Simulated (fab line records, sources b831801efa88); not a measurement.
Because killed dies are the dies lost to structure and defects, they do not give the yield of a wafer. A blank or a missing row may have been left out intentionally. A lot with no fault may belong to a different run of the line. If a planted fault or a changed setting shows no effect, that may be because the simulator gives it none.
Struck lot and sound lot, side by side    flow sky130    31 out of 708 route steps
Sound: the wafers L987.1, L987.2, L987.5. Struck: wafer L997.6. (L997.1, L997.4 of the same lot were not struck and are left out.) The cause comes at the end.
Per side, at each step with rows, come the tool, then ch with its chambers, and then its first start. Under that, the readings that differ: sound wafers    struck wafers    difference of the means    sigmas: that difference in standard deviations of wafers without a fault.
alike: readings whose means differ by less than 2 such deviations, and words and numbers that are the same on both sides. not compared: withheld readings, readings that some wafer has no value for, bounds like >300 that may hide the same value, and numbers for which the record gives no deviation and whose values overlap.
The two part at a step that has a row with sigmas, a row that says differs or no value, or rows on one side only. When numbers do not overlap yet have no deviation, they are printed without sigmas and do not part them. A reading that every wafer of one side lacks parts them only if that side has two wafers or more.

SKY_LI_CONTACT_OVL_MEAS_13:
  sound: overlay-01 at day 30 17:08; struck: overlay-01 at day 34 00:56
  alike: LI_CONTACT_OVL
then, 1 step without rows for these wafers: SKY_LI_CONTACT_ETCH_14 (etches BARC in N2/H2, stops on SiO2, time 45.9 s, target depth 60 nm).
SKY_LI_CONTACT_ETCH_15: etches PSG in C4F8/O2/Ar, stops on Si, target depth 600 nm.
  sound on rie diel-01 ch 1,2, day 30 17:12; struck on rie diel-03 ch 2, day 34 01:00
  alike: oes product au
SKY_LI_CONTACT_STRIP_16: strips in O2/N2.
  sound on plasma asher-02 ch 0,1, day 30 17:17; struck on plasma asher-02 ch 1, day 34 01:05
  alike: drypump motor current A, oes product au, strip time to endpoint s
  not compared: rf hours counter h
then, 3 steps without rows for these wafers: SKY_LI_CONTACT_CLEAN_17 (cleans in NMP, time 600 s); SKY_LI_CONTACT_PRE_CLEAN_18 (time 5.6 s); SKY_LI_CONTACT_SPUTTER_19 (material Ti, target thk 20 nm, time 106.37 s).
SKY_LI_CONTACT_SPUTTER_20: material TiN, target thk 20 nm, time 80 s.
  sound: pvd sputter-04 at day 30 17:40; struck: pvd sputter-01 at day 34 01:29
  alike: throttle valve pct
SKY_LI_CONTACT_CVD_21: deposits W, target thk 400 nm, time 120.56 s.
  sound on cvd w-02 ch 0,1, day 30 17:43; struck on cvd w-01 ch 1, day 34 01:32
  alike: heater power w
SKY_LI_CONTACT_RS_MEAS_22: the measuring method here is four-point-probe.
  sound: film metro-03 at day 30 17:51; struck: film metro-02 at day 34 01:40
  alike: LI_CONTACT_W_RS
SKY_LI_CONTACT_THK_MEAS_23: measures by xrf.
  sound: film metro-03 at day 30 17:58; struck: film metro-02 at day 34 01:47
  alike: LI_CONTACT_W_THK
SKY_LI_CONTACT_CMP_24: polishes, stops on PSG, t overpolish 20 s, target thk 0 nm.
  sound on cmp-01 ch 1,3, day 30 18:02; struck on cmp-01 ch 3, day 34 01:56
  alike: motor current A, overpolish run s, time to endpoint s
SKY_LOCAL_INTERCONNECT_SPUTTER_00: material TiN, target thk 100 nm, time 83.3 s.
  sound: pvd sputter-02 at day 30 18:20; struck: pvd sputter-02 at day 34 02:08
reading                                                 sound              struck  difference  sigmas
model.TiN_of_LOCAL_INTERCONNECT_SPUTTER_00.thk nm (nm)  100.6 100.4 100.4  97.91   -2.56       
  alike: throttle valve pct
SKY_LOCAL_INTERCONNECT_RS_MEAS_01: the measuring method here is four-point-probe.
  sound: film metro-01 at day 30 18:23; struck: film metro-02 at day 34 02:13
reading                             sound              struck  difference  sigmas
LOCAL_INTERCONNECT_TIN_RS (ohm/sq)  14.09 14.10 14.11  14.45   +0.35       +2
SKY_LOCAL_INTERCONNECT_THK_MEAS_02: measures by xrf.
  sound: film metro-01 at day 30 18:31; struck: film metro-02 at day 34 02:20
reading                          sound              struck  difference  sigmas
LOCAL_INTERCONNECT_TIN_THK (nm)  101.3 101.4 101.1  97.4    -3.9        -3
then, 8 steps without rows for these wafers: SKY_LOCAL_INTERCONNECT_DEHYDRATE_03 (time 60 s); SKY_LOCAL_INTERCONNECT_HMDS_04 (prime time 60 s); SKY_LOCAL_INTERCONNECT_COAT_05 (resist thk 60 nm); SKY_LOCAL_INTERCONNECT_COAT_06 (resist thk 450 nm); SKY_LOCAL_INTERCONNECT_SOFTBAKE_07 (time 90 s); SKY_LOCAL_INTERCONNECT_EXPOSE_08 (exposes mask LI1M, target cd 170 nm); SKY_LOCAL_INTERCONNECT_PEB_09; SKY_LOCAL_INTERCONNECT_DEVELOP_10 (develop time 60 s).
SKY_LOCAL_INTERCONNECT_CD_MEAS_11: target cd 170 nm.
  sound: cd sem-01 at day 31 21:34; struck: cd sem-02 at day 35 05:44
  alike: cd nm
SKY_LOCAL_INTERCONNECT_OVL_MEAS_12:
  sound: overlay-02 at day 31 21:41; struck: overlay-01 at day 35 05:51
  alike: LOCAL_INTERCONNECT_OVL
then, 1 step without rows for these wafers: SKY_LOCAL_INTERCONNECT_ETCH_13 (etches BARC in N2/H2, stops on SiO2, time 45.9 s, target depth 60 nm).
SKY_LOCAL_INTERCONNECT_METAL_ETCH_14: etches TiN in Cl2/BCl3, stops on PSG, target depth 110 nm, time 31.4 s.
  sound on rie metal-04 ch 0,1, day 31 21:47; struck on rie metal-01 ch 0, day 35 05:57
reading                                         sound              struck  difference  sigmas
oes product au (a.u.)                           0.942 0.941 0.947  0.928   -0.015      -2
model.LOCAL_INTERCONNECT.feature depth nm (nm)  100.6 100.4 100.4  97.91   -2.56       
model.etch.depth nm (nm)                        100.6 100.4 100.4  97.91   -2.56       
  alike: drypump motor current A, throttle valve pct
  not compared: rf hours counter h
then, 1 step without rows for these wafers: SKY_LOCAL_INTERCONNECT_STRIP_15 (strips in O2/N2).
SKY_LOCAL_INTERCONNECT_STRIP_16: strips in post etch residue remover, time 1200 s.
  sound on wet bench-01 ch 1, day 31 21:56; struck on wet bench-03 ch 2, day 35 06:06
reading                                                 sound          struck  difference  sigmas
model.TiN_of_LOCAL_INTERCONNECT_SPUTTER_00.thk nm (nm)  100.1 100 100  97.49   -2.54       
then, 1 step without rows for these wafers: SKY_LOCAL_INTERCONNECT_CLEAN_17 (cleans in IPA, time 180 s).
-- the record jumps here: 14 days lie between the struck wafers' starts before and after (it left off in module LOCAL_INTERCONNECT and takes up again in module PAD_OPEN, whose first step shown is number 708 of the route) --
SKY_PAD_OPEN_PROBE_99:
  sound: prober-02 at day 47 00:12; struck: prober-02 at day 49 10:09
reading                         sound              struck  difference  sigmas
model.etest.res li.line ohm um  75.16 75.3 75.9    76.43   +0.98       
model.etest.res li.rs ohm sq    12.67 12.69 12.59  13.03   +0.38       
  alike: killed_at_M0_to_M3, killed_at_M4_up, killed at contacts, killed at front end, killed at other, killed dies, killed open, killed short

== WHERE THEY PART ==
First at SKY_LOCAL_INTERCONNECT_RS_MEAS_01; last, within this record, at SKY_LOCAL_INTERCONNECT_METAL_ETCH_14. Later steps at which nothing parts them and some readings are alike: SKY_PAD_OPEN_PROBE_99.

WHY: the cause the simulator had injected
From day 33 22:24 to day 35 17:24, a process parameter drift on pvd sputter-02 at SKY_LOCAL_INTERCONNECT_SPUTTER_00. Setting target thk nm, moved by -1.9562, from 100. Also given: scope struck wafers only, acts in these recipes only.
